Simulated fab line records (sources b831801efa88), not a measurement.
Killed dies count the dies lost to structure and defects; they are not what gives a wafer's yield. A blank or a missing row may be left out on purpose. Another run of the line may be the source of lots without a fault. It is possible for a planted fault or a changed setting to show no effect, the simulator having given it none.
Matching of chambers ; flow sky130 ; 4 sister chambers for SKY_VIA1_CMP_24 on cmp-02
The step polishes, stops on SiO2, t overpolish 15 s, target thk 0 nm. 4 wafers are shown with their chamber, then 8 later ones without.

## WAFERS PAIRED WITH THEIR CHAMBERS
wafer;chamber;motor-current-A (A)
L566.3;2;13.8
L568.2;3;10.9
L568.6;0;11.2
L570.1;1;10.2

## WAFERS WHOSE CHAMBER IS MISSING
wafer;motor-current-A (A)
L570.3;10.3
L570.4;11.1
L572.1;10.9
L572.4;10.9
L572.5;11.3
L574.2;10.9
L574.5;13.1
L574.6;10.3

## WHICH CHAMBER EACH ONE RAN IN
wafer;from the rows above;in truth
L570.3;can't be placed: 1 or 3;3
L570.4;can't be placed: 0 or 3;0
L572.1;can't be placed: 3 or 0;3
L572.4;can't be placed: 3 or 0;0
L572.5;can't be placed: 0 or 3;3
L574.2;can't be placed: 3 or 0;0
L574.5;2;2
L574.6;can't be placed: 1 or 3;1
Placed correctly: 1 of 8. Can't be placed from these rows: 7 (the true chamber is among the candidates in 7). Placed wrongly: 0.
How it was worked out, from the rows above alone: a wafer's distance from a chamber is the root of the sum, over the readings, of the square of ((its reading less the chamber's mean) divided by the reading's scatter). The wafer belongs to the nearest chamber; if the next one is less than 2 further off, it can't be placed. The mean given for a chamber averages the wafers shown for that chamber. The scatter: root of mean squared gap, hidden wafer to nearest shown wafer, with one shown wafer a chamber.
